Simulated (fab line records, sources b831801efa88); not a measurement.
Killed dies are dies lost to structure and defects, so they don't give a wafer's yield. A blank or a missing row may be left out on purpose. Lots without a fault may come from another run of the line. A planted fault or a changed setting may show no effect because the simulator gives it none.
Which tool did it? | flow sky130 | 11 lots, 33 wafers sampled, at 5 steps of a route of 708

WHAT THE GAUGES READ, wafer by wafer
SKY_VIA1_RS_MEAS_22: measures by four-point-probe.
lot  | measured     | on            | VIA1_W_RS (ohm/sq)
L378 | day 34 05:16 | film_metro-04 | 0.426 0.426 0.429
L380 | day 34 18:28 | film_metro-02 | 0.439 0.430 0.437
L381 | day 34 23:52 | film_metro-02 | 0.427 0.430 0.423
L382 | day 35 12:40 | film_metro-03 | 0.416 0.428 0.417
L384 | day 36 02:13 | film_metro-02 | 0.419 0.416 0.416
L389 | day 37 14:41 | film_metro-04 | 0.426 0.424 0.431
L388 | day 37 15:17 | film_metro-03 | 0.420 0.421 0.418
L394 | day 39 10:29 | film_metro-04 | 0.444 0.418 0.417
L397 | day 40 04:46 | film_metro-03 | 0.441 0.420 0.417
L398 | day 40 17:09 | film_metro-04 | 0.429 0.429 0.430
L399 | day 40 20:04 | film_metro-04 | 0.428 0.427 0.427

SKY_VIA1_THK_MEAS_23: measures by xrf.
lot  | measured     | on            | VIA1_W_THK (nm)
L378 | day 34 05:22 | film_metro-04 | 276 278 273
L380 | day 34 18:33 | film_metro-02 | 264 269 264
L381 | day 34 23:59 | film_metro-02 | 271 269 274
L382 | day 35 12:47 | film_metro-03 | 279 272 277
L384 | day 36 02:19 | film_metro-02 | 278 276 277
L389 | day 37 14:47 | film_metro-04 | 277 278 273
L388 | day 37 15:25 | film_metro-03 | 274 274 277
L394 | day 39 10:35 | film_metro-04 | 262 279 280
L397 | day 40 04:52 | film_metro-03 | 261 276 276
L398 | day 40 17:15 | film_metro-04 | 274 275 274
L399 | day 40 20:10 | film_metro-04 | 277 276 277

WHICH TOOL RAN EACH LOT (tool, then ch and the chambers of the sampled wafers, then the start)
lot  | SKY_METAL1_STRIP_20                  | SKY_VIA1_ETCH_15                   | SKY_VIA1_CVD_21
L378 | plasma_asher-01 ch 0,1, day 33 00:30 | rie_diel-04 ch 0,1, day 34 04:27   | cvd_w-01 ch 0,1, day 34 05:09
L380 | plasma_asher-03 ch 0,1, day 33 13:20 | rie_diel-03 ch 0,2,3, day 34 17:38 | cvd_w-01 ch 0,1, day 34 18:20
L381 | plasma_asher-03 ch 0,1, day 33 18:57 | rie_diel-01 ch 0,1,2, day 34 23:02 | cvd_w-02 ch 0,1, day 34 23:46
L382 | plasma_asher-01 ch 0,1, day 34 07:24 | rie_diel-04 ch 0,3, day 35 11:23   | cvd_w-01 ch 0,1, day 35 12:34
L384 | plasma_asher-01 ch 1, day 34 21:02   | rie_diel-04 ch 1,2,3, day 36 00:50 | cvd_w-01 ch 0, day 36 02:06
L389 | plasma_asher-04 ch 0,1, day 36 10:53 | rie_diel-03 ch 0,3, day 37 13:51   | cvd_w-02 ch 0,1, day 37 14:35
L388 | plasma_asher-01 ch 0,1, day 36 11:12 | rie_diel-01 ch 2,3, day 37 14:29   | cvd_w-01 ch 0, day 37 15:11
L394 | plasma_asher-01 ch 1, day 38 07:36   | rie_diel-04 ch 2,3, day 39 09:34   | cvd_w-01 ch 0,1, day 39 10:17
L397 | plasma_asher-04 ch 0,1, day 39 01:44 | rie_diel-01 ch 1,2,3, day 40 03:55 | cvd_w-01 ch 0,1, day 40 04:40
L398 | plasma_asher-01 ch 0,1, day 39 14:01 | rie_diel-01 ch 0,1,2, day 40 16:17 | cvd_w-02 ch 0,1, day 40 17:03
L399 | plasma_asher-03 ch 0,1, day 39 16:59 | rie_diel-04 ch 1,2, day 40 19:07   | cvd_w-01 ch 0, day 40 19:55
- SKY_METAL1_STRIP_20: strips in O2/N2.
- SKY_VIA1_ETCH_15: etches SiO2 in C4F8/O2/Ar, stops on TiN, target depth 351 nm, time 54 s.
- SKY_VIA1_CVD_21: deposits W, target thk 270 nm, time 80.902 s.

WHAT THE TOOLS THEMSELVES READ (means of the sampled wafers that have a number; where no wafer has one, the mark that the record gives instead)
SKY_METAL1_STRIP_20.
lot  | tool            | drypump_motor_current_A (A) | oes_product_au (a.u.) | strip_time_to_endpoint_s (s)
L378 | plasma_asher-01 | 6.1                         | 0.346                 | 2.76
L380 | plasma_asher-03 | 5.4                         | 0.343                 | 2.67
L381 | plasma_asher-03 | 5.5                         | 0.344                 | 2.72
L382 | plasma_asher-01 | 6.4                         | 0.338                 | 2.65
L384 | plasma_asher-01 | 5.8                         | 0.344                 | 2.68
L389 | plasma_asher-04 | 6.0                         | 0.341                 | 2.65
L388 | plasma_asher-01 | 6.4                         | 0.340                 | 2.72
L394 | plasma_asher-01 | 5.8                         | 0.345                 | 2.70
L397 | plasma_asher-04 | 5.8                         | 0.337                 | 2.71
L398 | plasma_asher-01 | 6.4                         | 0.341                 | 2.73
L399 | plasma_asher-03 | 5.4                         | 0.338                 | 2.64

SKY_VIA1_ETCH_15.
lot  | tool        | oes_product_au (a.u.)
L378 | rie_diel-04 | 0.980
L380 | rie_diel-03 | 0.983
L381 | rie_diel-01 | 0.980
L382 | rie_diel-04 | 0.985
L384 | rie_diel-04 | 0.984
L389 | rie_diel-03 | 0.991
L388 | rie_diel-01 | 0.983
L394 | rie_diel-04 | 0.986
L397 | rie_diel-01 | 0.983
L398 | rie_diel-01 | 0.984
L399 | rie_diel-04 | 0.986

SKY_VIA1_CVD_21.
lot  | tool     | heater_power_w (W)
L378 | cvd_w-01 | 735
L380 | cvd_w-01 | 732
L381 | cvd_w-02 | 791
L382 | cvd_w-01 | 758
L384 | cvd_w-01 | 788
L389 | cvd_w-02 | 803
L388 | cvd_w-01 | 775
L394 | cvd_w-01 | 760
L397 | cvd_w-01 | 769
L398 | cvd_w-02 | 802
L399 | cvd_w-01 | 795

THE ANSWER, worked out from the rows above alone
Rule: what is usual is taken from the lots themselves. Put in order of their means at a reading, lots are off if they are a third of the lots or fewer, leave a main group of 4 or more, and stand apart from it by a gap of 3 or more times the standard deviation of the main group's means; of several such gaps the widest counts. A main group whose means are all the same, to the digits that the tables above print for the reading, isn't used. A lot without any number at a reading at which 4 lots or more have one is off too. The other lots that the step has rows for count as sound. The gauges are gone through in route order, then the tools' own readings, and for those a lot's mean is taken as printed above. The first step at which some lot is off is used, and at that step the reading that is off furthest; a lot without a number counts as furthest.
No lot is off at any reading shown: from this, nothing can be told.

WHAT THE SIMULATOR HAD PUT IN
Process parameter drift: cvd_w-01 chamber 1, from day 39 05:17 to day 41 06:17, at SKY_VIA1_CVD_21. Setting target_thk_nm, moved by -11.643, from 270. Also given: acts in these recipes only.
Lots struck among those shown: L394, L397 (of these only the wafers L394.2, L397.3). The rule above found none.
